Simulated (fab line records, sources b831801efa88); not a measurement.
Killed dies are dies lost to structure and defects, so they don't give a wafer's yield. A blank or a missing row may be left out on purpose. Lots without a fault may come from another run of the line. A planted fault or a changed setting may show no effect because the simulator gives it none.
Which tool did it? | flow gf180mcu | 14 lots, 42 wafers sampled, at 1 step of a route of 602

WHAT THE GAUGES READ, wafer by wafer
GF_V4_CD_MEAS_14: target cd 260 nm.
lot  | measured     | on        | cd_nm (nm)
L489 | day 24 18:23 | cd_sem-01 | 261.3 261.1 260.7
L490 | day 25 05:04 | cd_sem-01 | 258.5 258.7 258.9
L491 | day 25 09:16 | cd_sem-02 | 259.4 258.9 258.6
L492 | day 25 18:32 | cd_sem-02 | 260.1 260.8 258.8
L496 | day 26 18:57 | cd_sem-01 | 260.8 259.4 261.5
L500 | day 28 05:01 | cd_sem-02 | 261.2 260.1 260.3
L501 | day 28 08:46 | cd_sem-02 | 260.1 259.2 260.0
L502 | day 28 19:41 | cd_sem-01 | 258.7 259.1 258.6
L503 | day 29 01:34 | cd_sem-02 | 262.1 261.7 260.3
L506 | day 29 20:13 | cd_sem-01 | 261.2 260.0 260.4
L507 | day 29 23:53 | cd_sem-01 | 260.2 261.5 260.7
L508 | day 30 11:07 | cd_sem-02 | 259.5 260.5 261.7
L509 | day 30 14:50 | cd_sem-01 | 261.6 260.6 260.5
L512 | day 31 09:22 | cd_sem-01 | 258.5 259.1 257.2

WHICH TOOL RAN EACH LOT (tool, then ch and the chambers of the sampled wafers, then the start)
The record holds no process step before these readings.

WHAT THE TOOLS THEMSELVES READ (means of the sampled wafers that have a number; where no wafer has one, the mark that the record gives instead)
The record holds no such reading with a usual standard deviation.

THE ANSWER, worked out from the rows above alone
Rule: what is usual is taken from the lots themselves. Put in order of their means at a reading, lots are off if they are a third of the lots or fewer, leave a main group of 4 or more, and stand apart from it by a gap of 3 or more times the standard deviation of the main group's means; of several such gaps the widest counts. A main group whose means are all the same, to the digits that the tables above print for the reading, isn't used. A lot without any number at a reading at which 4 lots or more have one is off too. The other lots that the step has rows for count as sound. The gauges are gone through in route order, then the tools' own readings, and for those a lot's mean is taken as printed above. The first step at which some lot is off is used, and at that step the reading that is off furthest; a lot without a number counts as furthest.
No lot is off at any reading shown: from this, nothing can be told.

WHAT THE SIMULATOR HAD PUT IN
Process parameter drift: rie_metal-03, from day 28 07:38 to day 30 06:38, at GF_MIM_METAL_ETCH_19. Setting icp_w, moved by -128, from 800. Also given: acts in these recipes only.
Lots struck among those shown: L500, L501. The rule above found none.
